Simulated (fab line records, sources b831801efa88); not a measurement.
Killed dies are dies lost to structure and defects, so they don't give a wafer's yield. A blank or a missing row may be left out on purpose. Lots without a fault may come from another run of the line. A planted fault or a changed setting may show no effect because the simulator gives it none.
Which tool did it? | flow sky130 | 12 lots, 36 wafers sampled, at 6 steps of a route of 708

WHAT THE GAUGES READ, wafer by wafer
SKY_LDD_HVP_OVL_MEAS_07.
lot  | measured     | on         | LDD_HVP_OVL (nm)
L234 | day 22 13:23 | overlay-01 | 1.5 1.1 1.4
L235 | day 22 20:35 | overlay-01 | 3.4 0.6 1.0
L239 | day 24 05:50 | overlay-02 | -0.8 -0.2 -1.2
L246 | day 27 01:40 | overlay-01 | 1.7 1.4 0.8
L247 | day 27 09:44 | overlay-01 | 0.9 -1.1 -0.2
L248 | day 27 16:55 | overlay-01 | 0.0 1.0 1.4
L249 | day 27 20:07 | overlay-01 | 0.8 -0.5 3.1
L251 | day 28 14:44 | overlay-02 | 1.5 2.5 2.0
L252 | day 28 20:23 | overlay-01 | 0.3 0.3 2.0
L253 | day 29 02:23 | overlay-02 | 3.6 3.6 3.2
L254 | day 29 06:16 | overlay-02 | 3.2 1.9 3.2
L255 | day 29 13:59 | overlay-02 | 0.5 0.3 0.7

SKY_POLY_CUT_OVL_MEAS_09.
lot  | measured     | on         | POLY_CUT_OVL (nm)
L234 | day 25 04:05 | overlay-02 | 4 -7 1
L235 | day 25 10:59 | overlay-02 | -1 -6 8
L239 | day 26 19:02 | overlay-01 | -10 -4 -14
L246 | day 29 13:34 | overlay-01 | 7 0 -3
L247 | day 29 22:58 | overlay-02 | -4 0 4
L248 | day 30 02:56 | overlay-02 | 3 2 5
L249 | day 30 06:59 | overlay-01 | -5 6 -4
L251 | day 31 01:09 | overlay-01 | -2 -1 2
L252 | day 31 07:28 | overlay-02 | 3 5 -5
L253 | day 31 12:25 | overlay-02 | 7 -2 5
L254 | day 31 16:44 | overlay-02 | -5 8 -1
L255 | day 32 00:22 | overlay-01 | -9 -1 1

SKY_SD_P_CD_MEAS_07: target cd 380 nm.
lot  | measured     | on        | cd_nm (nm)
L234 | day 26 09:16 | cd_sem-01 | 384.5 379.2 379.4
L235 | day 26 15:31 | cd_sem-02 | 377.2 377.3 375.2
L239 | day 28 00:21 | cd_sem-01 | - - -
L246 | day 30 16:55 | cd_sem-02 | 380.7 382.7 382.1
L247 | day 31 02:59 | cd_sem-02 | 380.3 379.5 381.2
L248 | day 31 06:59 | cd_sem-02 | 378.4 376.9 378.8
L249 | day 31 10:56 | cd_sem-01 | 385.9 383.0 386.1
L251 | day 32 04:05 | cd_sem-02 | 382.6 380.3 381.2
L252 | day 32 10:34 | cd_sem-02 | 383.0 378.9 377.0
L253 | day 32 15:30 | cd_sem-02 | 379.1 381.0 381.1
L254 | day 32 20:06 | cd_sem-02 | 377.2 381.4 378.7
L255 | day 33 03:33 | cd_sem-02 | 377.2 380.9 380.5

SKY_SD_P_TW_MEAS_11.
lot  | measured     | on            | SD_P_TW
L234 | day 26 09:40 | film_metro-04 | 2795 2815 2812
L235 | day 26 15:55 | film_metro-01 | 2845 2855 2855
L239 | day 28 00:46 | film_metro-01 | 30 30 30
L246 | day 30 17:19 | film_metro-01 | 2861 2858 2859
L247 | day 31 03:22 | film_metro-01 | 2862 2840 2860
L248 | day 31 07:24 | film_metro-01 | 2875 2854 2864
L249 | day 31 11:19 | film_metro-04 | 2841 2841 2851
L251 | day 32 04:28 | film_metro-02 | 2917 2890 2910
L252 | day 32 10:58 | film_metro-04 | 2853 2850 2833
L253 | day 32 15:55 | film_metro-04 | 2861 2839 2864
L254 | day 32 20:31 | film_metro-01 | 2837 2841 2847
L255 | day 33 03:56 | film_metro-04 | 2842 2851 2834

WHICH TOOL RAN EACH LOT (tool, then ch and the chambers of the sampled wafers, then the start)
lot  | SKY_LDD_N_STRIP_16                   | SKY_SD_P_EXPOSE_04
L234 | plasma_asher-01 ch 0,1, day 18 16:28 | iline_stepper-02 ch 0, day 25 19:10
L235 | plasma_asher-02 ch 0,1, day 19 00:11 | iline_stepper-02 ch 0, day 26 01:28
L239 | plasma_asher-04 ch 0,1, day 20 11:38 | iline_stepper-02 ch 0, day 27 10:04
L246 | plasma_asher-04 ch 0,1, day 23 10:23 | iline_stepper-01 ch 0, day 30 03:02
L247 | plasma_asher-02 ch 0,1, day 23 16:46 | iline_stepper-01 ch 0, day 30 12:45
L248 | plasma_asher-04 ch 0,1, day 24 01:31 | iline_stepper-01 ch 0, day 30 17:32
L249 | plasma_asher-02 ch 0,1, day 24 04:10 | iline_stepper-02 ch 0, day 30 21:04
L251 | plasma_asher-02 ch 0,1, day 24 23:13 | iline_stepper-02 ch 0, day 31 14:25
L252 | plasma_asher-01 ch 0,1, day 25 04:31 | iline_stepper-02 ch 0, day 31 21:02
L253 | plasma_asher-01 ch 0,1, day 25 12:59 | iline_stepper-01 ch 0, day 32 02:14
L254 | plasma_asher-02 ch 0,1, day 25 16:41 | iline_stepper-02 ch 0, day 32 07:10
L255 | plasma_asher-02 ch 0,1, day 26 00:37 | iline_stepper-01 ch 0, day 32 13:58
- SKY_LDD_N_STRIP_16: strips in O2/N2.
- SKY_SD_P_EXPOSE_04: exposes mask PSDM, target cd 380 nm.

WHAT THE TOOLS THEMSELVES READ (means of the sampled wafers that have a number; where no wafer has one, the mark that the record gives instead)
SKY_LDD_N_STRIP_16.
lot  | tool            | drypump_motor_current_A (A) | oes_product_au (a.u.) | strip_time_to_endpoint_s (s)
L234 | plasma_asher-01 | 5.8                         | 0.407                 | 4.328
L235 | plasma_asher-02 | 5.5                         | 0.407                 | 4.300
L239 | plasma_asher-04 | 6.5                         | 0.407                 | 4.315
L246 | plasma_asher-04 | 6.4                         | 0.407                 | 4.320
L247 | plasma_asher-02 | 6.0                         | 0.402                 | 4.316
L248 | plasma_asher-04 | 6.5                         | 0.407                 | 4.314
L249 | plasma_asher-02 | 5.5                         | 0.404                 | 4.303
L251 | plasma_asher-02 | 5.5                         | 0.405                 | 4.317
L252 | plasma_asher-01 | 5.8                         | 0.409                 | 4.318
L253 | plasma_asher-01 | 5.8                         | 0.403                 | 4.329
L254 | plasma_asher-02 | 5.4                         | 0.403                 | 4.308
L255 | plasma_asher-02 | 5.5                         | 0.405                 | 4.301

THE ANSWER, worked out from the rows above alone
Rule: what is usual is taken from the lots themselves. Put in order of their means at a reading, lots are off if they are a third of the lots or fewer, leave a main group of 4 or more, and stand apart from it by a gap of 3 or more times the standard deviation of the main group's means; of several such gaps the widest counts. A main group whose means are all the same, to the digits that the tables above print for the reading, isn't used. A lot without any number at a reading at which 4 lots or more have one is off too. The other lots that the step has rows for count as sound. The gauges are gone through in route order, then the tools' own readings, and for those a lot's mean is taken as printed above. The first step at which some lot is off is used, and at that step the reading that is off furthest; a lot without a number counts as furthest.
Off: L239, at SKY_POLY_CUT_OVL_MEAS_09 (POLY_CUT_OVL). The main group: mean 0 nm, standard deviation 1.8.
A tool fits if, at a process step before that reading, it ran every lot that is off, and no sound lot after the first of them. The gauges at SKY_POLY_CUT_OVL_MEAS_09 aren't tried: what is off there is off at SKY_SD_P_CD_MEAS_07 too, on other tools, and a gauge's error can't cause that. None of those tried fits.

WHAT THE SIMULATOR HAD PUT IN
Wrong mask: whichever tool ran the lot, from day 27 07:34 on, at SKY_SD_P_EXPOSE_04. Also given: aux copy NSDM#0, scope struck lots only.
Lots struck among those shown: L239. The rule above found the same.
